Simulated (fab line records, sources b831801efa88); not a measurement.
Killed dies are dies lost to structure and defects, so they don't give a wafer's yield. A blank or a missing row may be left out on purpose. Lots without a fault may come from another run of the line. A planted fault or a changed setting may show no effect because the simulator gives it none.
Which tool did it? | flow sky130 | 14 lots, 42 wafers sampled, at 1 step of a route of 708

WHAT THE GAUGES READ, wafer by wafer
SKY_RES_PROTECT_TW_MEAS_08. Usual: POLY_GATE_TW 4003, standard deviation 27.
lot  | measured     | on            | POLY_GATE_TW   | flag
L867 | day 14 22:10 | film_metro-02 | 4024 4022 4003 |
L872 | day 17 07:20 | film_metro-02 | 4032 4014 4036 |
L874 | day 17 16:46 | film_metro-04 | 3990 3999 4002 |
L880 | day 19 22:45 | film_metro-02 | 4043 4033 4045 |
L881 | day 20 05:46 | film_metro-01 | 3995 4000 3977 |
L882 | day 20 06:04 | film_metro-02 | 4026 4030 4045 |
L883 | day 20 18:24 | film_metro-01 | 3991 3971 3967 |
L884 | day 21 02:25 | film_metro-01 | 3974 3978 4000 |
L885 | day 21 16:46 | film_metro-02 | 4050 4047 4042 |
L886 | day 22 18:52 | film_metro-01 | 3974 3989 3979 |
L889 | day 23 04:51 | film_metro-02 | 4032 4012 4013 |
L888 | day 23 05:56 | film_metro-01 | 3966 3970 3968 |
L887 | day 23 07:42 | film_metro-02 | 4012 3992 4011 |
L890 | day 23 10:46 | film_metro-02 | 4054 4028 4031 |

WHICH TOOL RAN EACH LOT (tool, then ch and the chambers of the sampled wafers, then the start)
The record holds no process step before these readings.

WHAT THE TOOLS THEMSELVES READ (means of the sampled wafers that have a number; where no wafer has one, the mark that the record gives instead)
The record holds no such reading with a usual standard deviation.

THE ANSWER, worked out from the rows above alone
Rule: a lot is off if the mean of its wafers that have a number lies more than 3 standard deviations from the usual mean. A lot without any number at a reading at which 4 lots or more have one is off too. The other lots that the step has rows for count as sound. The gauges are gone through in route order, then the tools' own readings, and for those a lot's mean is taken as printed above. The first step at which some lot is off is used, and at that step the reading that is off furthest; a lot without a number counts as furthest.
No lot is off at any reading shown: from this, nothing can be told.

WHAT THE SIMULATOR HAD PUT IN
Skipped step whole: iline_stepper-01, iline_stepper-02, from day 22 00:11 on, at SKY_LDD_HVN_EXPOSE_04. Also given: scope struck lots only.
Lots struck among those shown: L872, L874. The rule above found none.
